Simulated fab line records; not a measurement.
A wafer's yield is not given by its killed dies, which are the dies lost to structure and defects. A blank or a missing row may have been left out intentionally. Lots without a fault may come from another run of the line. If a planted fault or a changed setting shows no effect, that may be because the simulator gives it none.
Struck lot and sound lot, side by side + flow sky130 + 38 out of 708 route steps
Sound: these wafers, L993.1, L993.2, L993.6. Struck: wafers L983.2, L983.3, L983.4. The cause comes at the end.
Each step with rows lists, per side, the tool, then ch with its chambers, then its first start. Under that, the readings that differ: sound wafers + struck wafers + difference of the means + sigmas: that difference in standard deviations of wafers without a fault.
alike: a reading whose means differ by less than 2 such deviations, as well as words and numbers matching on both sides. not compared: withheld readings; readings where some wafer has no value; bounds like >300 that might hide an equal value; numbers whose values overlap and for which the record gives no deviation.
Wherever a step has rows on one side only, a row that says differs or no value, or a row with sigmas, the two part there. When numbers do not overlap yet have no deviation, they are printed without sigmas and do not part them. A reading missing from all wafers of one side parts the sides only when that side holds two or more wafers.

first, 10 steps without rows for these wafers: SKY_FIELD_ISO_STRIP_16 (strips in O2/N2); SKY_FIELD_ISO_ETCH_17 (etches Si in HBr/Cl2/O2, target depth 342 nm, time 97.7 s); SKY_FIELD_ISO_WET_ETCH_18 (etches Si3N4 in H3PO4, target depth 25 nm, time 286 s); SKY_FIELD_ISO_CLEAN_19 (cleans in SC1/SC2, time 150 s); SKY_FIELD_ISO_CLEAN_20 (cleans in dHF, time 20 s); SKY_FIELD_ISO_WET_ETCH_21 (etches SiO2 in dHF, target depth 20 nm, time 400 s); SKY_FIELD_ISO_OXIDATION_22 (stabilise 600 s, purge 300 s, target thk 10 nm); SKY_FIELD_ISO_CVD_24 (deposits SiO2, target thk 595 nm, time 99.2 s); SKY_FIELD_ISO_ANNEAL_26 (time 1800 s); SKY_FIELD_ISO_CMP_27 (polishes, stops on Si3N4, t overpolish 14.79 s, target thk 457.8 nm).
SKY_FIELD_ISO_WET_ETCH_28: etches SiO2 in dHF, target depth 23.7 nm, time 47 s.
  sound on wetBench-03 ch 2, day 7 05:27; struck on wetBench-02 ch 0, day 4 23:14
| reading                                   | sound             | struck            | difference | sigmas      |
|-------------------------------------------|-------------------|-------------------|------------|-------------|
| bathHeatDutyPct (%)                       | 6.0 6.4 6.2       | 31.5 31.1 31.2    | +25.1      | +44         |
| tempC (C)                                 | 25.10 25.05 25.06 | 41.99 41.98 41.85 | +16.87     | +99 or more |
| model.SiO2_of_FIELD_ISO_CVD_24.thkNm (nm) | 431.3 432.4 431.8 | 413.5 413.7 413.2 | -18.4      |             |
then, 25 steps without rows for these wafers: SKY_FIELD_ISO_WET_ETCH_29 (etches Si3N4 in H3PO4, target depth 160 nm, time 1825 s); SKY_FIELD_ISO_WET_ETCH_30 (etches SiO2 in dHF, target depth 25 nm, time 50 s); SKY_NWELL_CLEAN_00 (cleans in SC1/SC2, time 150 s); SKY_NWELL_OXIDATION_01 (stabilise 600 s, purge 300 s, target thk 10 nm); SKY_DNWELL_DEHYDRATE_00 (time 60 s); SKY_DNWELL_HMDS_01 (prime time 60 s); SKY_DNWELL_COAT_02 (resist thk 3000 nm); SKY_DNWELL_SOFTBAKE_03; SKY_DNWELL_EXPOSE_04 (exposes mask DNM, target cd 3000 nm); SKY_DNWELL_PEB_05; SKY_DNWELL_DEVELOP_06 (develop time 60 s); SKY_DNWELL_IMPLANT_07; SKY_DNWELL_STRIP_08 (strips in O2/N2); SKY_PWDE_DEHYDRATE_00 (time 60 s); SKY_PWDE_HMDS_01 (prime time 60 s); SKY_PWDE_COAT_02 (resist thk 3000 nm); SKY_PWDE_SOFTBAKE_03; SKY_PWDE_EXPOSE_04 (exposes mask PWDEM, target cd 840 nm); SKY_PWDE_PEB_05; SKY_PWDE_DEVELOP_06 (develop time 60 s); SKY_PWDE_IMPLANT_08; SKY_PWDE_STRIP_09 (strips in O2/N2); SKY_NWELL_DEHYDRATE_03 (time 60 s); SKY_NWELL_HMDS_04 (prime time 60 s); SKY_NWELL_COAT_05 (resist thk 3000 nm).
-- the record jumps here: 27 days lie between the struck wafers' starts before and after (it left off in module NWELL and takes up again in module SALICIDE, whose first step shown is number 361 of the route) --
SKY_SALICIDE_CLEAN_00: cleans in HF-last, time 30 s.
  sound on wetBench-03 ch 2, day 34 23:41; struck on wetBench-04 ch 1, day 31 19:11
| reading                                   | sound             | struck            | difference | sigmas |
|-------------------------------------------|-------------------|-------------------|------------|--------|
| model.SiO2_of_FIELD_ISO_CVD_24.thkNm (nm) | 355.8 356.8 356.2 | 337.9 338.3 337.9 | -18.2      |        |
-- the record jumps here: 17 days lie between the struck wafers' starts before and after (it left off in module SALICIDE and takes up again in module PAD_OPEN, whose first step shown is number 708 of the route) --
SKY_PAD_OPEN_PROBE_99:
  struck on prober-01, day 48 16:20; sound on prober-01, day 50 16:41
| reading                         | sound                        | struck                        | difference | sigmas |
|---------------------------------|------------------------------|-------------------------------|------------|--------|
| model.etest.pfet_16v.rOnOhmUm   | 1.51e+04 1.474e+04 1.485e+04 | 1.452e+04 1.472e+04 1.473e+04 | -2.400e+02 |        |
| model.etest.resIsoPwell.rsOhmSq | 2850 2679 2742               | 2590 2633 2587                | -154       |        |
| model.etest.capLiToPoly.cAfUm2  | 101.9 97.9 95.92             | 94.25 91.38 91.68             | -6.14      |        |
  alike: killed_at_M0_to_M3, killed_at_M4_up, killedAtContacts, killedAtFrontEnd, killedAtOther, killedDies, killedOpen, killedShort
  not compared: model.etest.res_p_drift_20v.lineOhmUm, model.etest.res_p_drift_20v.rsOhmSq, model.etest.resIsoPwell.lineOhmUm, model.etest.resNwell.lineOhmUm, model.etest.resNwell.rsOhmSq

WHERE THEY PART
SKY_FIELD_ISO_WET_ETCH_28 only, going by this record. Later steps at which nothing parts them and some readings are alike: SKY_PAD_OPEN_PROBE_99.

WHY: what had been put in by the simulator
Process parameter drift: wetBench-02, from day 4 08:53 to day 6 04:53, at SKY_FIELD_ISO_WET_ETCH_28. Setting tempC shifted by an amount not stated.
